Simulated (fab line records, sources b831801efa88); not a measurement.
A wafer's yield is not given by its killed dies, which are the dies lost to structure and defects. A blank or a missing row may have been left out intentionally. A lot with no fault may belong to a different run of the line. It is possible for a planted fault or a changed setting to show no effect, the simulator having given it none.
Which of the tools did it? | flow sky130 | 13 lots, 39 wafers sampled, at 5 steps of a route of 708

== WHAT THE GAUGES SHOWED, per wafer ==
SKY_NWELL_RS_MEAS_31: measurement is done with a four-point probe. Usual: for PWDE_RS the level is 5276 ohm/sq and the standard deviation is 16.
lot  | measured     | on            | PWDE_RS (ohm/sq) | flag
L864 | day 5 12:48  | film metro-04 | 5291 5289 5282   |
L866 | day 5 19:52  | film metro-04 | 5255 5273 5279   |
L867 | day 6 03:20  | film metro-01 | 5296 5270 5264   |
L868 | day 6 10:16  | film metro-01 | 5287 5293 5297   |
L869 | day 6 14:52  | film metro-04 | 5284 5312 5305   |
L870 | day 6 22:01  | film metro-03 | 5262 5266 5260   |
L871 | day 7 06:44  | film metro-03 | 5286 5271 5267   |
L874 | day 7 19:47  | film metro-01 | 5284 5275 5287   |
L876 | day 8 07:35  | film metro-04 | 5276 5268 5264   |
L878 | day 8 23:19  | film metro-01 | 5253 5250 5257   |
L880 | day 9 05:42  | film metro-03 | 5290 5294 5299   |
L881 | day 9 12:40  | film metro-04 | 5257 5262 5262   |
L886 | day 10 22:10 | film metro-04 | 5279 5274 5272   |

SKY_VT_ADJUST_NCORE_CD_MEAS_07: the cd target is 380 nm. Usual: 381.3 nm for cd nm, sd 2.7.
lot  | measured     | on        | cd nm (nm)        | flag
L864 | day 8 20:10  | cd sem-02 | 379.7 378.3 377.8 |
L866 | day 9 04:15  | cd sem-02 | 385.7 386.6 387.1 |
L867 | day 9 13:16  | cd sem-01 | 377.6 378.3 379.2 |
L868 | day 9 21:33  | cd sem-02 | 384.7 382.6 383.8 |
L869 | day 10 02:41 | cd sem-01 | 384.4 386.1 383.6 |
L870 | day 10 09:39 | cd sem-02 | 377.9 380.1 379.7 |
L871 | day 10 20:25 | cd sem-01 | 383.1 383.4 383.8 |
L874 | day 11 10:58 | cd sem-01 | 380.3 380.9 381.5 |
L876 | day 12 02:19 | cd sem-02 | 380.2 385.3 379.5 |
L878 | day 12 19:52 | cd sem-01 | 389.1 388.6 380.5 |
L880 | day 13 05:07 | cd sem-01 | 381.8 390.4 380.2 |
L881 | day 13 12:18 | cd sem-02 | 381.1 378.9 381.3 |
L886 | day 15 01:53 | cd sem-01 | 378.5 375.2 376.6 |

SKY_VT_ADJUST_HVTR_OVL_MEAS_08. Usual: for VT_ADJUST_HVTR_OVL the level is 1.2 nm and the standard deviation is 1.5.
lot  | measured     | on         | VT_ADJUST_HVTR_OVL (nm) | flag
L864 | day 9 17:34  | overlay-02 | 3.5 2.9 3.1             |
L866 | day 10 03:09 | overlay-02 | -0.3 -1.2 0.2           |
L867 | day 10 12:13 | overlay-01 | 1.5 0.1 1.9             |
L868 | day 10 19:55 | overlay-02 | 1.6 0.8 0.6             |
L869 | day 11 01:59 | overlay-02 | 2.9 1.0 2.3             |
L870 | day 11 08:42 | overlay-02 | -1.0 1.0 0.6            |
L871 | day 11 19:49 | overlay-02 | -0.8 -0.5 -1.8          |
L874 | day 12 12:22 | overlay-01 | 2.7 3.4 0.9             |
L876 | day 13 03:10 | overlay-02 | 3.8 3.7 2.7             |
L878 | day 13 22:28 | overlay-02 | 3.2 1.0 0.8             |
L880 | day 14 07:04 | overlay-01 | 3.5 0.3 1.7             |
L881 | day 14 14:42 | overlay-01 | -0.1 -2.2 -1.7          |
L886 | day 16 06:23 | overlay-02 | 0.8 0.3 1.6             |

== WHICH TOOL RAN EACH LOT (tool, then ch and the chambers of the sampled wafers, then the start) ==
lot  | SKY_VT_ADJUST_NCORE_DEVELOP_06    | SKY_VT_ADJUST_NCORE_STRIP_10
L864 | litho track-04 ch 0, day 8 20:01  | plasma asher-04 ch 0,1, day 8 20:27
L866 | litho track-01 ch 0, day 9 04:03  | plasma asher-04 ch 0,1, day 9 04:34
L867 | litho track-01 ch 0, day 9 13:07  | plasma asher-03 ch 0,1, day 9 13:33
L868 | litho track-03 ch 0, day 9 21:24  | plasma asher-01 ch 0,1, day 9 21:51
L869 | litho track-01 ch 0, day 10 02:33 | plasma asher-03 ch 0,1, day 10 02:59
L870 | litho track-04 ch 0, day 10 09:30 | plasma asher-03 ch 0,1, day 10 09:57
L871 | litho track-03 ch 0, day 10 20:16 | plasma asher-01 ch 0,1, day 10 20:42
L874 | litho track-04 ch 0, day 11 10:49 | plasma asher-03 ch 0,1, day 11 11:14
L876 | litho track-01 ch 0, day 12 02:10 | plasma asher-01 ch 0,1, day 12 02:36
L878 | litho track-03 ch 0, day 12 19:43 | plasma asher-01 ch 0,1, day 12 20:09
L880 | litho track-03 ch 0, day 13 04:58 | plasma asher-03 ch 0,1, day 13 05:23
L881 | litho track-04 ch 0, day 13 12:09 | plasma asher-01 ch 0,1, day 13 12:36
L886 | litho track-04 ch 0, day 15 01:45 | plasma asher-03 ch 0,1, day 15 02:11
- SKY_VT_ADJUST_NCORE_DEVELOP_06: develop time 60 s.
- SKY_VT_ADJUST_NCORE_STRIP_10: strips in O2/N2.

== AS READ BY THE TOOLS THEMSELVES (means over the sampled wafers that have a number; for cases with no such wafer, the mark the record gives instead) ==
SKY_VT_ADJUST_NCORE_STRIP_10. Usual: drypump motor current A 5.8 A, standard deviation 0.41; oes product au 0.715 a.u., standard deviation 0.0048; strip time to endpoint s 14.17 s, standard deviation 0.046.
lot  | tool            | drypump motor current A (A) | oes product au (a.u.) | strip time to endpoint s (s) | flag
L864 | plasma asher-04 | 5.7                         | 0.718                 | 14.24                        |
L866 | plasma asher-04 | 5.2                         | 0.717                 | 14.20                        |
L867 | plasma asher-03 | 6.1                         | 0.717                 | 14.20                        |
L868 | plasma asher-01 | 5.5                         | 0.714                 | 14.21                        |
L869 | plasma asher-03 | 6.1                         | 0.713                 | 14.12                        |
L870 | plasma asher-03 | 6.0                         | 0.712                 | 14.14                        |
L871 | plasma asher-01 | 5.6                         | 0.716                 | 14.17                        |
L874 | plasma asher-03 | 6.0                         | 0.714                 | 14.15                        |
L876 | plasma asher-01 | 5.7                         | 0.713                 | 14.16                        |
L878 | plasma asher-01 | 5.8                         | 0.712                 | 14.14                        |
L880 | plasma asher-03 | 6.0                         | 0.713                 | 14.15                        |
L881 | plasma asher-01 | 5.8                         | 0.716                 | 14.18                        |
L886 | plasma asher-03 | 6.0                         | 0.715                 | 14.10                        |

== THE ANSWER, worked out from the rows above alone ==
Rule: a lot counts as off when the mean over its wafers that have a number is more than 3 standard deviations away from the usual mean. A lot without any number at a reading at which 4 lots or more have one is off too. All remaining lots with rows at the step are treated as sound. After the gauges, taken in route order, come the tools' own readings; for these a lot's mean is taken, as printed above. At the first step where some lot is off, the reading lying furthest off is the one used; lots without a number count as furthest.
No lot is off at any reading shown: from this, nothing can be told.

== WHAT WAS PUT IN BY THE SIMULATOR ==
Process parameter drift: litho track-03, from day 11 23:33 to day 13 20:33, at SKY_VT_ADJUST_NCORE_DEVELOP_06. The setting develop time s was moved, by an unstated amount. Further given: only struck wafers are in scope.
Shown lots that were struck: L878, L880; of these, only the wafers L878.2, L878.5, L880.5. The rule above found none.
